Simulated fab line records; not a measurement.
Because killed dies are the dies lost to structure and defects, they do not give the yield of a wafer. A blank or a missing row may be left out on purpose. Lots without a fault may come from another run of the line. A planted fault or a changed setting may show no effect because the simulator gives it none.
Which tool did it?	flow sky130	15 lots with 45 wafers sampled at 2 steps, on a route of 708 steps

== WHAT EACH GAUGE READ, for each wafer ==
The record lacks any reading of a measuring or inspecting step that a usual standard deviation could be used to judge.

== WHAT TOOL EACH LOT RAN ON (gives the tool, then ch and the chambers of the sampled wafers, and finally the start) ==
lot	SKY_VIA3_CMP_24	SKY_PAD_OPEN_PROBE_99
L379	cmp-01 ch 0,2,3, day 40 06:19	-
L380	cmp-02 ch 2,3, day 40 11:01	-
L381	cmp-01 ch 1,2,3, day 41 14:58	prober-02, day 47 09:01
L382	cmp-01 ch 2,3, day 41 21:19	prober-01, day 47 14:11
L383	cmp-01 ch 0,2,3, day 42 09:13	prober-02, day 48 00:28
L384	cmp-02 ch 2,3, day 42 12:29	-
L390	cmp-02 ch 1,3, day 43 16:38	prober-01, day 49 03:53
L391	cmp-02 ch 0,1,3, day 44 01:32	prober-02, day 49 10:47
L393	cmp-02 ch 0,3, day 44 02:09	-
L394	cmp-02 ch 0,1, day 44 08:16	prober-01, day 49 14:20
L396	cmp-01 ch 1,2,3, day 45 05:13	-
L397	cmp-01 ch 0,3, day 45 16:50	prober-02, day 50 15:35
L399	cmp-01 ch 0,1,3, day 45 19:23	-
L398	cmp-02 ch 0,2,3, day 45 21:02	-
L400	cmp-02 ch 0,2,3, day 46 03:01	prober-01, day 50 23:32
- SKY_VIA3_CMP_24: polishes, stops on SiO2, t overpolish 20 s, target thk 0 nm.
- SKY_PAD_OPEN_PROBE_99

== WHAT THE TOOLS THEMSELVES READ (means of the sampled wafers that have a number; where no wafer has one, the mark that the record gives instead) ==
SKY_VIA3_CMP_24. Usual: motor current A 11.3 A, standard deviation 1.1; overpolish run s 19.999 s, standard deviation 0.0086; platen rpm 60.00 rpm, standard deviation 0.039; time to endpoint s 95 s, standard deviation 4.
lot	tool	motor current A (A)	overpolish run s (s)	platen rpm (rpm)	time to endpoint s (s)	flag
L379	cmp-01	10.4	19.995	60.00	106	
L380	cmp-02	10.8	20.004	60.01	95	
L381	cmp-01	10.9	0.040	60.00	151	OFF
L382	cmp-01	10.7	0.042	59.96	149	OFF
L383	cmp-01	10.7	0.037	60.00	149	OFF
L384	cmp-02	10.3	20.002	59.99	95	
L390	cmp-02	11.7	19.998	60.01	93	
L391	cmp-02	11.9	20.000	60.03	94	
L393	cmp-02	11.1	20.001	60.01	96	
L394	cmp-02	12.1	19.993	60.01	95	
L396	cmp-01	11.0	20.000	59.99	92	
L397	cmp-01	11.5	20.001	59.96	92	
L399	cmp-01	11.8	20.007	59.99	95	
L398	cmp-02	11.0	19.987	59.96	92	
L400	cmp-02	11.1	19.997	60.02	94	

SKY_PAD_OPEN_PROBE_99. Usual: defect limited yield 82.7 %, standard deviation 1.9; killed_at_M0_to_M3 43, standard deviation 6.8; killed_at_M4_up 3.0, standard deviation 1.8; killed at contacts 23, standard deviation 5.4; killed at front end 15, standard deviation 4.4; killed at other 0.3, standard deviation 0.51; killed dies 85, standard deviation 9.2; killed on rim 17, standard deviation 3.7; killed open 47, standard deviation 6.8; killed short 39, standard deviation 6.8; sort_bin_3_pad_short 0.8 %, standard deviation 0.43; sort_bin_5_function 10.3 %, standard deviation 1.5; sort_bin_6_memory 6.2 %, standard deviation 0.96; sort n pass 407, standard deviation 9.2; sort yield pct 82.7 %, standard deviation 1.9.
lot	tool	defect limited yield (%)	killed_at_M0_to_M3	killed_at_M4_up	killed at contacts	killed at front end	killed at other	killed dies	killed on rim	killed open	killed short	sort_bin_3_pad_short (%)	sort_bin_5_function (%)	sort_bin_6_memory (%)	sort n pass	sort yield pct (%)	flag
L381	prober-02	0.0	443	3.0	29	16	0.3	492	96	42	42	84.0	9.9	6.0	0	0.0	OFF
L382	prober-01	0.0	449	2.0	20	20	0.7	492	96	49	38	83.2	10.4	6.4	0	0.0	OFF
L383	prober-02	0.0	458	3.3	21	10	0.3	492	96	47	33	84.4	9.2	6.4	0	0.0	OFF
L390	prober-01	81.7	41	3.0	33	12	0.3	90	19	47	42	0.9	11.1	6.2	402	81.7	
L391	prober-02	82.7	41	2.7	24	17	0.7	85	21	50	36	0.7	10.7	5.9	407	82.7	
L394	prober-01	82.7	46	2.7	17	18	0.7	85	15	51	34	0.5	9.2	7.5	407	82.7	
L397	prober-02	82.9	39	3.3	23	18	0.3	84	16	48	36	0.5	10.6	6.0	408	82.9	
L400	prober-01	80.2	53	3.0	27	14	0.0	98	19	54	44	1.0	12.5	6.4	394	80.2	

== THE ANSWER, worked out from the rows above alone ==
Rule: take the mean of a lot's wafers that have a number; if it is more than 3 standard deviations from the usual mean, the lot is off. A lot without any number at a reading at which 4 lots or more have one is off too. Where the step has rows for the other lots, those lots are counted as sound. The gauges are gone through in route order, then the tools' own readings, and for those a lot's mean is taken as printed above. The first step at which some lot is off is used, and at that step the reading that is off furthest; a lot without a number counts as furthest.
Off: L381, L382, L383, at SKY_VIA3_CMP_24 (overpolish run s).
A tool fits if, at that step or a process step before it, it ran every lot that is off, and no sound lot after the first of them. Of those tried, none fits.

== WHAT THE SIMULATOR HAD PUT IN ==
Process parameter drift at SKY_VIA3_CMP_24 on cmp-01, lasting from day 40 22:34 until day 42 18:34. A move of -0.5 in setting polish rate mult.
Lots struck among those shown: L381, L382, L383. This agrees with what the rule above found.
